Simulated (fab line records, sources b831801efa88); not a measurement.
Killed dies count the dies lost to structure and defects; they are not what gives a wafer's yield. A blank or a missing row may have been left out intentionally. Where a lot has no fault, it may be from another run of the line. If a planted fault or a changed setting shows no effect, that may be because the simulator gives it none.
The tool behind it: which one? || flow gf180mcu || 13 lots, 39 wafers sampled, at 4 steps of a route of 602

## WHAT THE GAUGES SHOWED, per wafer
GF_V3_THK_MEAS_03.
{"lot": "L425", "measured": "day 21 05:01", "on": "film_metro-04", "V3_CVD_02_THK (nm)": "852 847 868"}
{"lot": "L426", "measured": "day 21 20:29", "on": "film_metro-04", "V3_CVD_02_THK (nm)": "840 843 865"}
{"lot": "L427", "measured": "day 22 07:40", "on": "film_metro-01", "V3_CVD_02_THK (nm)": "834 841 857"}
{"lot": "L428", "measured": "day 22 17:50", "on": "film_metro-01", "V3_CVD_02_THK (nm)": "843 845 862"}
{"lot": "L437", "measured": "day 26 01:01", "on": "film_metro-02", "V3_CVD_02_THK (nm)": "845 865 855"}
{"lot": "L438", "measured": "day 26 04:38", "on": "film_metro-04", "V3_CVD_02_THK (nm)": "832 859 857"}
{"lot": "L439", "measured": "day 26 22:40", "on": "film_metro-01", "V3_CVD_02_THK (nm)": "848 860 865"}
{"lot": "L441", "measured": "day 27 11:55", "on": "film_metro-02", "V3_CVD_02_THK (nm)": "845 851 860"}
{"lot": "L442", "measured": "day 27 17:19", "on": "film_metro-02", "V3_CVD_02_THK (nm)": "835 837 852"}
{"lot": "L443", "measured": "day 28 02:41", "on": "film_metro-02", "V3_CVD_02_THK (nm)": "841 853 861"}
{"lot": "L444", "measured": "day 28 08:35", "on": "film_metro-01", "V3_CVD_02_THK (nm)": "859 861 856"}
{"lot": "L445", "measured": "day 28 15:25", "on": "film_metro-04", "V3_CVD_02_THK (nm)": "843 859 858"}
{"lot": "L446", "measured": "day 28 18:33", "on": "film_metro-01", "V3_CVD_02_THK (nm)": "848 862 859"}

GF_V4_CD_MEAS_14: the cd target is 260 nm.
{"lot": "L425", "measured": "day 24 06:28", "on": "cd_sem-02", "cd_nm (nm)": "260.4 260.7 261.1"}
{"lot": "L426", "measured": "day 24 22:05", "on": "cd_sem-01", "cd_nm (nm)": "259.2 259.6 260.0"}
{"lot": "L427", "measured": "day 25 06:53", "on": "cd_sem-02", "cd_nm (nm)": "256.4 257.5 257.1"}
{"lot": "L428", "measured": "day 25 17:08", "on": "cd_sem-02", "cd_nm (nm)": "256.2 256.8 256.8 256.0 257.0 257.1"}
{"lot": "L437", "measured": "day 28 17:42", "on": "cd_sem-02", "cd_nm (nm)": "260.3 259.6 260.0"}
{"lot": "L438", "measured": "day 28 19:37", "on": "cd_sem-01", "cd_nm (nm)": "260.4 259.4 260.6"}
{"lot": "L439", "measured": "day 29 12:17", "on": "cd_sem-02", "cd_nm (nm)": "261.1 260.3 259.7"}
{"lot": "L441", "measured": "day 30 01:55", "on": "cd_sem-01", "cd_nm (nm)": "260.4 259.4 260.5"}
{"lot": "L442", "measured": "day 30 06:17", "on": "cd_sem-01", "cd_nm (nm)": "261.2 260.2 259.9"}
{"lot": "L443", "measured": "day 30 14:26", "on": "cd_sem-02", "cd_nm (nm)": "258.0 258.4 257.0"}
{"lot": "L444", "measured": "day 30 20:35", "on": "cd_sem-02", "cd_nm (nm)": "260.2 259.8 259.4"}
{"lot": "L445", "measured": "day 31 01:41", "on": "cd_sem-02", "cd_nm (nm)": "261.7 263.3 262.1"}
{"lot": "L446", "measured": "day 31 04:22", "on": "cd_sem-01", "cd_nm (nm)": "258.1 258.1 259.1"}

## TOOL THAT RAN EACH LOT (tool first, then ch and the chambers of the sampled wafers, then the start)
{"lot": "L425", "GF_M4_SPUTTER_02": "pvd_sputter-04, day 22 06:29", "GF_V4_SOFTBAKE_10": "litho_track-04 ch 0, day 23 19:00"}
{"lot": "L426", "GF_M4_SPUTTER_02": "pvd_sputter-01, day 22 22:57", "GF_V4_SOFTBAKE_10": "litho_track-04 ch 0, day 24 10:00"}
{"lot": "L427", "GF_M4_SPUTTER_02": "pvd_sputter-01, day 23 09:08", "GF_V4_SOFTBAKE_10": "litho_track-04 ch 0, day 24 20:00"}
{"lot": "L428", "GF_M4_SPUTTER_02": "pvd_sputter-04, day 23 19:02", "GF_V4_SOFTBAKE_10": "litho_track-04 ch 0, day 25 06:00"}
{"lot": "L437", "GF_M4_SPUTTER_02": "pvd_sputter-03, day 26 23:40", "GF_V4_SOFTBAKE_10": "litho_track-04 ch 0, day 28 07:00"}
{"lot": "L438", "GF_M4_SPUTTER_02": "pvd_sputter-01, day 27 03:08", "GF_V4_SOFTBAKE_10": "litho_track-03 ch 0, day 28 10:00"}
{"lot": "L439", "GF_M4_SPUTTER_02": "pvd_sputter-03, day 27 21:04", "GF_V4_SOFTBAKE_10": "litho_track-01 ch 0, day 29 03:00"}
{"lot": "L441", "GF_M4_SPUTTER_02": "pvd_sputter-03, day 28 09:49", "GF_V4_SOFTBAKE_10": "litho_track-03 ch 0, day 29 15:00"}
{"lot": "L442", "GF_M4_SPUTTER_02": "pvd_sputter-01, day 28 15:43", "GF_V4_SOFTBAKE_10": "litho_track-04 ch 0, day 29 21:00"}
{"lot": "L443", "GF_M4_SPUTTER_02": "pvd_sputter-03, day 29 00:17", "GF_V4_SOFTBAKE_10": "litho_track-04 ch 0, day 30 05:00"}
{"lot": "L444", "GF_M4_SPUTTER_02": "pvd_sputter-04, day 29 06:29", "GF_V4_SOFTBAKE_10": "litho_track-03 ch 0, day 30 11:00"}
{"lot": "L445", "GF_M4_SPUTTER_02": "pvd_sputter-01, day 29 11:52", "GF_V4_SOFTBAKE_10": "litho_track-03 ch 0, day 30 16:00"}
{"lot": "L446", "GF_M4_SPUTTER_02": "pvd_sputter-01, day 29 14:35", "GF_V4_SOFTBAKE_10": "litho_track-04 ch 0, day 30 19:00"}
- GF_M4_SPUTTER_02: material AlCu, target thk 450 nm, time 23.9 s.
- GF_V4_SOFTBAKE_10: time 60 s.

## AS READ BY THE TOOLS THEMSELVES (means over the sampled wafers that have a number; for cases with no such wafer, the mark the record gives instead)
GF_M4_SPUTTER_02.
{"lot": "L425", "tool": "pvd_sputter-04", "throttle_valve_pct (%)": 29.5}
{"lot": "L426", "tool": "pvd_sputter-01", "throttle_valve_pct (%)": 30.9}
{"lot": "L427", "tool": "pvd_sputter-01", "throttle_valve_pct (%)": 31.6}
{"lot": "L428", "tool": "pvd_sputter-04", "throttle_valve_pct (%)": 29.2}
{"lot": "L437", "tool": "pvd_sputter-03", "throttle_valve_pct (%)": 30.7}
{"lot": "L438", "tool": "pvd_sputter-01", "throttle_valve_pct (%)": 31.1}
{"lot": "L439", "tool": "pvd_sputter-03", "throttle_valve_pct (%)": 30.9}
{"lot": "L441", "tool": "pvd_sputter-03", "throttle_valve_pct (%)": 30.1}
{"lot": "L442", "tool": "pvd_sputter-01", "throttle_valve_pct (%)": 31.2}
{"lot": "L443", "tool": "pvd_sputter-03", "throttle_valve_pct (%)": 29.9}
{"lot": "L444", "tool": "pvd_sputter-04", "throttle_valve_pct (%)": 29.0}
{"lot": "L445", "tool": "pvd_sputter-01", "throttle_valve_pct (%)": 31.7}
{"lot": "L446", "tool": "pvd_sputter-01", "throttle_valve_pct (%)": 32.1}

GF_V4_SOFTBAKE_10.
{"lot": "L425", "tool": "litho_track-04", "heater_power_total_W (W)": 92.98, "plate_temp_C (C)": 129.88}
{"lot": "L426", "tool": "litho_track-04", "heater_power_total_W (W)": 93.03, "plate_temp_C (C)": 130.12}
{"lot": "L427", "tool": "litho_track-04", "heater_power_total_W (W)": 92.35, "plate_temp_C (C)": 129.14}
{"lot": "L428", "tool": "litho_track-04", "heater_power_total_W (W)": 92.28, "plate_temp_C (C)": 129.18}
{"lot": "L437", "tool": "litho_track-04", "heater_power_total_W (W)": 93.03, "plate_temp_C (C)": 130.15}
{"lot": "L438", "tool": "litho_track-03", "heater_power_total_W (W)": 93.10, "plate_temp_C (C)": 129.99}
{"lot": "L439", "tool": "litho_track-01", "heater_power_total_W (W)": 93.08, "plate_temp_C (C)": 129.75}
{"lot": "L441", "tool": "litho_track-03", "heater_power_total_W (W)": 93.09, "plate_temp_C (C)": 130.05}
{"lot": "L442", "tool": "litho_track-04", "heater_power_total_W (W)": 92.98, "plate_temp_C (C)": 129.87}
{"lot": "L443", "tool": "litho_track-04", "heater_power_total_W (W)": 93.01, "plate_temp_C (C)": 129.93}
{"lot": "L444", "tool": "litho_track-03", "heater_power_total_W (W)": 93.06, "plate_temp_C (C)": 129.94}
{"lot": "L445", "tool": "litho_track-03", "heater_power_total_W (W)": 93.08, "plate_temp_C (C)": 129.82}
{"lot": "L446", "tool": "litho_track-04", "heater_power_total_W (W)": 93.02, "plate_temp_C (C)": 130.13}

## THE ANSWER, worked out from the rows above alone
Rule: the lots themselves supply what counts as usual. The widest of any qualifying gaps counts: lots, ordered by their means at a reading, are off when they make up no more than a third of the lots, leave a main group of 4 or more, and stand apart from it by 3 or more times the standard deviation of that group's means. If all means in a main group match to the digits the tables above print for the reading, that group is not used. Also off: a lot with no number at a reading for which 4 or more lots have one. Any other lot the step has rows for is counted as sound. Order of review: gauges by route order, followed by the tools' own readings, for which a lot's mean as printed above is used. The first step at which some lot is off is used, and at that step the reading that is off furthest; a lot without a number counts as furthest.
Off: L427, L428 (GF_V4_SOFTBAKE_10, heater_power_total_W). Mean 93.04 W and standard deviation 0.041 in the main group.
If a tool, at that step or one of the process steps before it, ran each lot that is off and ran no sound lot following the first of them, it fits. Not one of the candidates tried fits.

## WHAT THE SIMULATOR HAD PUT IN
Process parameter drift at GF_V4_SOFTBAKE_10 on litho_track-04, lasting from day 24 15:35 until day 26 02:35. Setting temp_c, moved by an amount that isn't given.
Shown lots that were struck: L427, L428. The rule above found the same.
